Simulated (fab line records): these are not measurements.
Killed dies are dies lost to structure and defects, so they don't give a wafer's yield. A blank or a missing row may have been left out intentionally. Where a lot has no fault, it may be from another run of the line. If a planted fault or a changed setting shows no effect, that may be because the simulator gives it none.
Which tool is to blame?	flow sky130	13 lots, 39 wafers sampled, at 3 steps of a route of 708

== WHAT EACH GAUGE READ, for each wafer ==
SKY_VT_ADJUST_HVTR_OVL_MEAS_08. Usual: VT_ADJUST_HVTR_OVL -0.7 nm, standard deviation 1.3.
lot	measured	on	VT_ADJUST_HVTR_OVL (nm)	flag
L750	day 9 15:28	overlay-01	1.6 1.7 1.3	
L751	day 9 20:58	overlay-02	-1.0 -2.4 0.4	
L753	day 10 13:46	overlay-01	0.0 0.5 0.2	
L754	day 10 22:28	overlay-02	-2.8 -2.3 -0.9	
L757	day 11 21:18	overlay-02	-1.2 -1.5 -1.2	
L758	day 12 06:14	overlay-02	1.8 1.0 0.4	
L759	day 12 12:46	overlay-02	0.3 -1.6 -1.3	
L761	day 13 19:43	overlay-02	-0.7 -0.2 -0.7	
L765	day 15 11:19	overlay-01	1.2 1.0 1.4	
L766	day 15 23:31	overlay-02	-3.0 -2.2 -1.6	
L769	day 16 12:26	overlay-02	-0.5 -1.3 0.0	
L771	day 17 09:46	overlay-01	-1.3 -1.1 -1.1	
L770	day 17 11:40	overlay-01	1.1 -0.7 0.7	

SKY_LDD_N_OVL_MEAS_07. Usual: LDD_N_OVL -1.2 nm, standard deviation 1.3.
lot	measured	on	LDD_N_OVL (nm)	flag
L750	day 17 18:06	overlay-01	-0.9 -0.8 -0.7	
L751	day 18 02:04	overlay-01	-0.2 -0.3 0.8	
L753	day 19 00:29	overlay-01	0.4 0.5 -1.5	
L754	day 19 13:28	overlay-02	-0.6 -1.0 -0.6	
L757	day 20 21:17	overlay-01	0.1 -0.2 0.2	
L758	day 21 04:32	overlay-02	-2.0 -1.5 -3.7	
L759	day 21 14:44	overlay-01	-1.0 1.0 -1.1	
L761	day 23 00:55	overlay-01	-2.2 -2.1 -1.1	
L765	day 25 01:02	overlay-01	-2.1 -3.9 -3.8	
L766	day 25 10:26	overlay-02	-0.1 -1.5 0.4	
L769	day 26 12:46	overlay-01	-2.9 0.1 -3.3	
L771	day 26 15:41	overlay-02	-1.7 -1.6 -1.3	
L770	day 26 20:47	overlay-02	-2.8 -2.8 -3.4	

== TOOL THAT RAN EACH LOT (tool first, then ch and the chambers of the sampled wafers, then the start) ==
lot	SKY_NWELL_IMPLANT_12
L750	implanter-01 ch 0, day 5 00:14
L751	implanter-01 ch 0, day 5 04:40
L753	implanter-01 ch 0, day 5 17:38
L754	implanter-02 ch 0, day 5 23:34
L757	implanter-02 ch 0, day 6 15:18
L758	implanter-01 ch 0, day 6 23:00
L759	implanter-01 ch 0, day 7 03:28
L761	implanter-01 ch 0, day 8 01:52
L765	implanter-04 ch 0, day 9 07:47
L766	implanter-04 ch 0, day 9 16:51
L769	implanter-04 ch 0, day 10 03:31
L771	implanter-02 ch 0, day 10 19:13
L770	implanter-01 ch 0, day 10 20:25
- SKY_NWELL_IMPLANT_12

== WHAT THE TOOLS THEMSELVES READ (means of the sampled wafers that have a number; where no wafer has one, the mark that the record gives instead) ==
SKY_NWELL_IMPLANT_12. Usual: beam energy keV at 120.00, with a standard deviation of 0.033.
lot	tool	beam energy keV	flag
L750	implanter-01	120.03	
L751	implanter-01	120.02	
L753	implanter-01	119.97	
L754	implanter-02	119.99	
L757	implanter-02	120.00	
L758	implanter-01	114.40	OFF
L759	implanter-01	114.45	OFF
L761	implanter-01	114.39	OFF
L765	implanter-04	119.99	
L766	implanter-04	119.99	
L769	implanter-04	120.01	
L771	implanter-02	119.99	
L770	implanter-01	120.00	

== THE ANSWER, worked out from the rows above alone ==
Rule: take the mean of a lot's wafers that have a number; if it is more than 3 standard deviations from the usual mean, the lot is off. Also off: a lot with no number at a reading for which 4 or more lots have one. Where the step has rows for the other lots, those lots are counted as sound. First the gauges in route order, then the tools' own readings, where a lot's mean is used as printed above. At the first step where some lot is off, the reading lying furthest off is the one used; lots without a number count as furthest.
Off: L758, L759, L761, at SKY_NWELL_IMPLANT_12 (beam energy keV).
A tool fits if, at that step or a process step before it, it ran every lot that is off, and no sound lot after the first of them. Not one of the candidates tried fits.

== WHAT HAD BEEN PUT IN BY THE SIMULATOR ==
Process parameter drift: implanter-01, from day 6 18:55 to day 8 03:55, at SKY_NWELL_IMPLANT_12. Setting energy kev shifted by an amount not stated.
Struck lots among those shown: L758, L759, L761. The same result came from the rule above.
